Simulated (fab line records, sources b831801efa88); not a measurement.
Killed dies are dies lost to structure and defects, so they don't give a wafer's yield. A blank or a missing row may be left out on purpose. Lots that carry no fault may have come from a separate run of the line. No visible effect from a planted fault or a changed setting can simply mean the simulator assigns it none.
What tool caused it?    flow sky130    14 lots with 42 wafers sampled at 4 steps, on a route of 708 steps

== WHAT THE GAUGES READ, wafer by wafer ==
SKY_SPACER_THK_MEAS_01. Usual: for SPACER_CVD_00_THK the level is 42.9 nm and the standard deviation is 0.42.
lot   measured      on            SPACER_CVD_00_THK (nm)  flag
L498  day 22 20:43  filmMetro-01  42.5 42.9 42.8          
L499  day 23 02:43  filmMetro-02  43.0 43.3 43.2          
L500  day 23 19:10  filmMetro-02  42.9 42.8 42.6          
L505  day 25 14:20  filmMetro-02  43.0 42.6 42.7          
L506  day 26 04:24  filmMetro-02  43.1 43.0 43.3          
L508  day 27 01:43  filmMetro-02  42.9 43.0 42.7          
L512  day 28 04:14  filmMetro-03  43.6 43.2 43.7          
L513  day 28 14:49  filmMetro-03  42.5 42.8 42.6          
L515  day 29 04:01  filmMetro-03  42.9 43.0 43.5          
L516  day 29 10:23  filmMetro-03  43.0 43.0 43.2          
L518  day 29 17:14  filmMetro-03  43.0 43.1 42.8          
L519  day 29 23:13  filmMetro-01  42.9 43.2 43.3          
L520  day 30 13:20  filmMetro-02  42.4 42.3 42.5          
L521  day 31 04:57  filmMetro-02  42.8 42.4 42.1          

SKY_POLY_CUT_OVL_MEAS_09. Usual: for POLY_CUT_OVL the level is 2 nm and the standard deviation is 5.2.
lot   measured      on          POLY_CUT_OVL (nm)  flag
L498  day 24 02:51  overlay-02  4 -7 1             
L499  day 24 09:06  overlay-02  -1 -4 8            
L500  day 25 00:50  overlay-02  2 5 6              
L505  day 26 18:46  overlay-01  -1 -1 2            
L506  day 27 09:20  overlay-01  -2 2 1             
L508  day 28 06:17  overlay-02  3 10 -3            
L512  day 29 08:47  overlay-01  6 1 1              
L513  day 29 19:03  overlay-01  8 4 7              
L515  day 30 07:48  overlay-01  0 6 -2             
L516  day 30 15:14  overlay-01  7 1 4              
L518  day 30 20:31  overlay-01  4 0 3              
L519  day 31 03:08  overlay-02  -2 5 8             
L520  day 31 16:55  overlay-01  0 -2 -2            
L521  day 32 08:47  overlay-02  4 3 6              

SKY_SD_P_OVL_MEAS_08. Usual: for SD_P_OVL the level is -0.1 nm and the standard deviation is 1.4.
lot   measured      on          SD_P_OVL (nm)   flag
L498  day 25 08:10  overlay-01  1.7 1.3 0.4     
L499  day 25 13:17  overlay-02  -0.9 0.3 -0.2   
L500  day 26 06:26  overlay-02  0.7 -0.5 -0.9   
L505  day 27 23:29  overlay-02  2.1 2.3 2.2     
L506  day 28 14:05  overlay-02  -0.5 -1.3 -2.0  
L508  day 29 10:49  overlay-02  0.3 0.8 0.0     
L512  day 30 13:10  overlay-01  -1.1 -2.7 -3.3  
L513  day 30 23:14  overlay-01  2.6 2.2 1.8     
L515  day 31 11:13  overlay-01  1.1 -0.4 -0.9   
L516  day 31 18:26  overlay-02  0.5 1.5 -1.0    
L518  day 32 00:04  overlay-02  0.6 -1.1 0.6    
L519  day 32 06:58  overlay-01  -1.8 -2.4 -0.5  
L520  day 32 20:23  overlay-02  -1.0 0.3 -0.3   
L521  day 33 12:07  overlay-02  -0.1 0.5 1.6    

== WHICH TOOL RAN EACH LOT (tool, then ch and the chambers of the sampled wafers, then the start) ==
lot   SKY_POLY_CUT_DEHYDRATE_00
L498  lithoTrack-04 ch 0, day 23 11:48
L499  lithoTrack-04 ch 0, day 23 17:34
L500  lithoTrack-02 ch 0, day 24 09:14
L505  lithoTrack-04 ch 0, day 26 04:18
L506  lithoTrack-02 ch 0, day 26 17:44
L508  lithoTrack-04 ch 0, day 27 14:43
L512  lithoTrack-04 ch 0, day 28 18:09
L513  lithoTrack-01 ch 0, day 29 03:55
L515  lithoTrack-01 ch 0, day 29 17:25
L516  lithoTrack-01 ch 0, day 30 00:13
L518  lithoTrack-01 ch 0, day 30 06:13
L519  lithoTrack-01 ch 0, day 30 12:34
L520  lithoTrack-04 ch 0, day 31 02:12
L521  lithoTrack-04 ch 0, day 31 17:55
- SKY_POLY_CUT_DEHYDRATE_00: time 60 s.

== AS READ BY THE TOOLS THEMSELVES (means over the sampled wafers that have a number; for cases with no such wafer, the mark the record gives instead) ==
SKY_POLY_CUT_DEHYDRATE_00. Usual: heaterPowerTotalW 160.35 W, standard deviation 0.13; plateTempC 199.97 C, standard deviation 0.16.
lot   tool           heaterPowerTotalW (W)  plateTempC (C)  flag
L498  lithoTrack-04  160.52                 199.99          
L499  lithoTrack-04  160.42                 199.93          
L500  lithoTrack-02  160.44                 200.25          
L505  lithoTrack-04  160.31                 200.04          
L506  lithoTrack-02  160.35                 200.09          
L508  lithoTrack-04  162.92                 202.36          OFF
L512  lithoTrack-04  162.89                 202.73          OFF
L513  lithoTrack-01  160.43                 200.09          
L515  lithoTrack-01  160.35                 199.97          
L516  lithoTrack-01  160.27                 199.89          
L518  lithoTrack-01  160.24                 199.98          
L519  lithoTrack-01  160.35                 199.82          
L520  lithoTrack-04  160.39                 200.02          
L521  lithoTrack-04  160.41                 199.94          

== THE ANSWER, worked out from the rows above alone ==
Rule: a lot is off if the mean of its wafers that have a number lies more than 3 standard deviations from the usual mean. A lot without any number at a reading at which 4 lots or more have one is off too. Any other lot the step has rows for is counted as sound. First the gauges in route order, then the tools' own readings, where a lot's mean is used as printed above. The first step at which some lot is off is used, and at that step the reading that is off furthest; a lot without a number counts as furthest.
Off, at SKY_POLY_CUT_DEHYDRATE_00 on heaterPowerTotalW: L508, L512.
A tool fits if, at that step or a process step before it, it ran every lot that is off, and no sound lot after the first of them. None of those tried fits.

== WHAT THE SIMULATOR HAD INSERTED ==
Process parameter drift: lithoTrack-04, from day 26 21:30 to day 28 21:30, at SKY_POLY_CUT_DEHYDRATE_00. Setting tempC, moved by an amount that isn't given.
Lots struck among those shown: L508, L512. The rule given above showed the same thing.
